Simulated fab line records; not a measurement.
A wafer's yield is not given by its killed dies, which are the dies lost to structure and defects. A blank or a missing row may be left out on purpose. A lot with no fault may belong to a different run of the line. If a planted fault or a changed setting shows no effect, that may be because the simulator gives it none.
A lot that was struck, set against a sound lot | flow sfq-line | 13 out of 325 route steps
Sound: these wafers, L492.2, L492.3, L492.4. Struck: wafer L497.2 (left out: L497.1, a lot-mate that was not struck); the cause follows at the end.
Per side, at each step with rows, come the tool, then ch with its chambers, and then its first start. Under that, the readings that differ: sound wafers | struck wafers | difference of the means | sigmas: that difference in standard deviations of wafers without a fault.
alike: words and numbers the same on both sides, and readings whose means are apart by under 2 such deviations; not compared: readings that were withheld, readings missing a value for some wafer, numbers with overlapping values and no deviation given by the record, and bounds like >300 which may hide the same value.
A row with sigmas, a row that says differs or no value, or rows on one side alone: a step with any of these is where the two part. Numbers that have no deviation but don't overlap get no sigmas and don't part them. A reading missing from all wafers of one side parts the sides only when that side holds two or more wafers.

first, 1 step without rows for these wafers: SFQ_TRILAYER_M4_DEP_PRE_CLEAN_092 (time 22.5 s).
SFQ_TRILAYER_M4_DEP_SPUTTER_091: material Nb, target thk 200 nm, time 133.3 s.
  struck on pvd-sputter-03, day 43 10:26; sound on pvd-sputter-05, day 41 22:31
  alike: chamber-pressure-pa, throttle-valve-pct
SFQ_M4_RS_MEAS_924: a four-point-probe measurement.
  struck on film-metro-03, day 43 10:31; sound on film-metro-02, day 41 22:37
  alike: M4_NB_RS
then, 6 steps without rows for these wafers: SFQ_TRILAYER_M4_LITHO_COAT_098 (resist thk 62 nm); SFQ_TRILAYER_M4_LITHO_COAT_093 (resist thk 600 nm); SFQ_TRILAYER_M4_LITHO_SOFTBAKE_097; SFQ_TRILAYER_M4_LITHO_EXPOSE_094 (exposes mask M4, target cd 500 nm); SFQ_TRILAYER_M4_LITHO_PEB_096 (peb time 60 s); SFQ_TRILAYER_M4_LITHO_DEVELOP_095 (time 60 s).
-- the record jumps here: 6 days lie between the struck wafers' starts before and after --
SFQ_M4_OVL_MEAS_926:
  struck on overlay-02, day 49 09:14; sound on overlay-02, day 47 15:17
  reading     | sound  | struck | difference | sigmas
  M4_OVL (nm) | 3 10 6 | -7     | -13        | -3
SFQ_TRILAYER_M4_BARC_OPEN_METAL_ETCH_123: etches BARC in O2, target depth 125 nm, time 41.7 s.
  sound on rie-metal-04 ch 0,1, day 47 15:19; struck on rie-metal-04 ch 0, day 49 09:16
  alike: drypump-motor-current-A, oes-product-au
  not compared: rf-hours-counter-h
SFQ_TRILAYER_M4_ETCH_METAL_ETCH_096: etches Nb in Cl2/Ar, stops on SiO2, target depth 240 nm, time 120 s.
  sound on rie-metal-04 ch 0,1, day 47 15:23; struck on rie-metal-04 ch 0, day 49 09:20
  reading                                             | sound             | struck | difference | sigmas
  model.KrF_of_TRILAYER_M4_LITHO_COAT_093.thk-nm (nm) | 382 386.3 383.6   | 323.9  | -60.1      |
  model.M4.feature-depth-nm (nm)                      | 199.7 199.5 199.4 | 212.4  | +12.9      |
  model.SiO2_of_TRILAYER_I3_DEP_PECVD_081.thk-nm (nm) | 193.7 193.3 192.9 | 181.3  | -12.0      |
  alike: drypump-motor-current-A, oes-product-au
  not compared: rf-hours-counter-h
SFQ_TRILAYER_M4_STRIP_STRIP_097: strips in O2.
  sound on rie-metal-04 ch 0,1, day 47 15:30; struck on rie-metal-04 ch 0, day 49 09:27
  alike: drypump-motor-current-A, oes-product-au
  not compared: rf-hours-counter-h

## WHERE THEY PART
Within this record, at SFQ_M4_OVL_MEAS_926 only. Later steps at which nothing parts them and some readings are alike: SFQ_TRILAYER_M4_BARC_OPEN_METAL_ETCH_123, SFQ_TRILAYER_M4_ETCH_METAL_ETCH_096, SFQ_TRILAYER_M4_STRIP_STRIP_097.

WHY: what the simulator had put in
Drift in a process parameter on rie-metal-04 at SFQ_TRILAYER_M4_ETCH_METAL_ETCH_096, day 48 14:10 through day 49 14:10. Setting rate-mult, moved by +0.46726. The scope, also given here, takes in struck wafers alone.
